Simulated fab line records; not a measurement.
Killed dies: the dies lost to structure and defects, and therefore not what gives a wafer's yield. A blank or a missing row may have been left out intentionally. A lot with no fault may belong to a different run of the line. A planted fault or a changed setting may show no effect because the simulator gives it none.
A lot that was struck, set against a sound lot -- flow sky130 -- 21 out of 708 route steps
Sound: wafers L486.1, L486.2, L486.4. Wafers struck: L491.1, L491.2, L491.5. At the end, the cause is stated.
Per side, at each step with rows, come the tool, then ch with its chambers, and then its first start. Under that, the readings that differ: sound wafers -- struck wafers -- difference of the means -- sigmas: that difference in standard deviations of wafers without a fault.
alike: a reading whose means differ by less than 2 such deviations, as well as words and numbers matching on both sides. not compared: withheld readings; readings where some wafer has no value; bounds like >300 that might hide an equal value; numbers whose values overlap and for which the record gives no deviation.
Wherever a step has rows on one side only, a row that says differs or no value, or a row with sigmas, the two part there. Numbers that have no deviation but don't overlap get no sigmas and don't part them. A reading that every wafer of one side lacks parts them only if that side has two wafers or more.

first, 1 step without rows for these wafers: SKY_RES_XHIGH_IMPLANT_07.
SKY_RES_XHIGH_STRIP_08: strips in O2/N2.
  sound on plasma-asher-02 ch 0,1, day 27 17:38; struck on plasma-asher-01 ch 0,1, day 29 10:41
  alike: drypump-motor-current-A, o2-flow-sccm, oes-product-au, strip-time-to-endpoint-s
  not compared: rf-hours-counter-h
SKY_RES_XHIGH_TW_MEAS_09:
  struck on film-metro-02, day 29 10:47; sound on film-metro-02, day 27 17:44
  alike: RES_XHIGH_TW
then, 7 steps without rows for these wafers: SKY_SD_N_DEHYDRATE_00 (time 60 s); SKY_SD_N_HMDS_01 (prime time 60 s); SKY_SD_N_COAT_02 (resist thk 1140 nm); SKY_SD_N_SOFTBAKE_03 (time 60 s); SKY_SD_N_EXPOSE_04 (exposes mask NSDM, target cd 380 nm); SKY_SD_N_PEB_05; SKY_SD_N_DEVELOP_06 (develop time 60 s).
SKY_SD_N_CD_MEAS_07 targets a cd of 380 nm.
  struck on cd-sem-02, day 30 14:23; sound on cd-sem-01, day 28 22:14
  alike: cd-nm
SKY_SD_N_OVL_MEAS_08:
  struck on overlay-02, day 30 14:31; sound on overlay-02, day 28 22:22
  alike: SD_N_OVL
SKY_SD_N_IMPLANT_09:
  sound on implanter-02 ch 0, day 28 22:23; struck on implanter-01 ch 0, day 30 14:33
reading,sound,struck,difference,sigmas
dose-ions-cm2,4e+15 3.997e+15 3.998e+15,3.498e+15 3.505e+15 3.507e+15,-4.950e+14,-99 or more
  alike: end-station-pressure-torr
following that, these wafers have no rows for 1 step: SKY_SD_N_IMPLANT_10.
SKY_SD_N_STRIP_11: strips in O2/N2.
  sound on plasma-asher-04 ch 0,1, day 28 22:41; struck on plasma-asher-04 ch 0,1, day 30 14:51
reading,sound,struck,difference,sigmas
strip-time-to-endpoint-s (s),22.57 22.52 22.58,22.07 22.12 22.08,-0.47,-11
  alike: drypump-motor-current-A, o2-flow-sccm, oes-product-au
  not compared: rf-hours-counter-h
SKY_SD_N_TW_MEAS_12:
  struck on film-metro-01, day 30 14:57; sound on film-metro-03, day 28 22:47
  alike: SD_N_TW
then, 1 step without rows for these wafers: SKY_SD_N_CLEAN_13 (cleans in SC1/SC2, time 150 s).
SKY_SD_N_RTA_14: time 2 s.
  sound on rtp-anneal-01 ch 0, day 28 22:54; struck on rtp-anneal-01 ch 0, day 30 15:04
  alike: lamp-power-pct, wafer_temp_C_max
SKY_SD_N_RS_MEAS_16: uses a four-point probe to measure.
  struck on film-metro-02, day 30 15:14; sound on film-metro-02, day 28 23:08
reading,sound,struck,difference,sigmas
SD_N_RS (ohm/sq),68.52 68.44 68.51,69.69 69.65 69.75,+1.21,+11
SKY_SD_N_RS_MEAS_17: uses a four-point probe to measure.
  struck on film-metro-02, day 30 15:21; sound on film-metro-02, day 28 23:15
  alike: SD_P_RS
-- record jumps: 17 days separate the struck wafers' starts on either side; left off in module SD_N, taken up again in module PAD_OPEN, whose first shown step is the route's number 708 --
SKY_PAD_OPEN_PROBE_99:
  struck on prober-02, day 47 20:28; sound on prober-01, day 46 12:22
reading,sound,struck,difference,sigmas
model.etest.res-ndiff.line-ohm-um,771.3 764.4 766.5,787.3 795.1 793.8,+24.7,
model.etest.res-ndiff-hv.rs-ohm-sq,114.9 113.9 114.9,116.4 117.7 116.1,+2.2,
model.etest.res-ndiff.rs-ohm-sq,121 120.9 120.8,121.9 122.7 123.4,+1.8,
  alike: killed_at_M0_to_M3, killed_at_M4_up, killed-at-contacts, killed-at-front-end, killed-at-other, killed-dies, killed-open, killed-short

WHERE THEY PART
Last at SKY_SD_N_RS_MEAS_16 as far as this record goes, first at SKY_SD_N_IMPLANT_09. Later steps at which nothing parts them and some readings are alike: SKY_SD_N_RS_MEAS_17, SKY_PAD_OPEN_PROBE_99.

WHY: what had been put in by the simulator
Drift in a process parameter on implanter-01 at SKY_SD_N_IMPLANT_09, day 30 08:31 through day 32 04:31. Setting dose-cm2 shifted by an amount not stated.
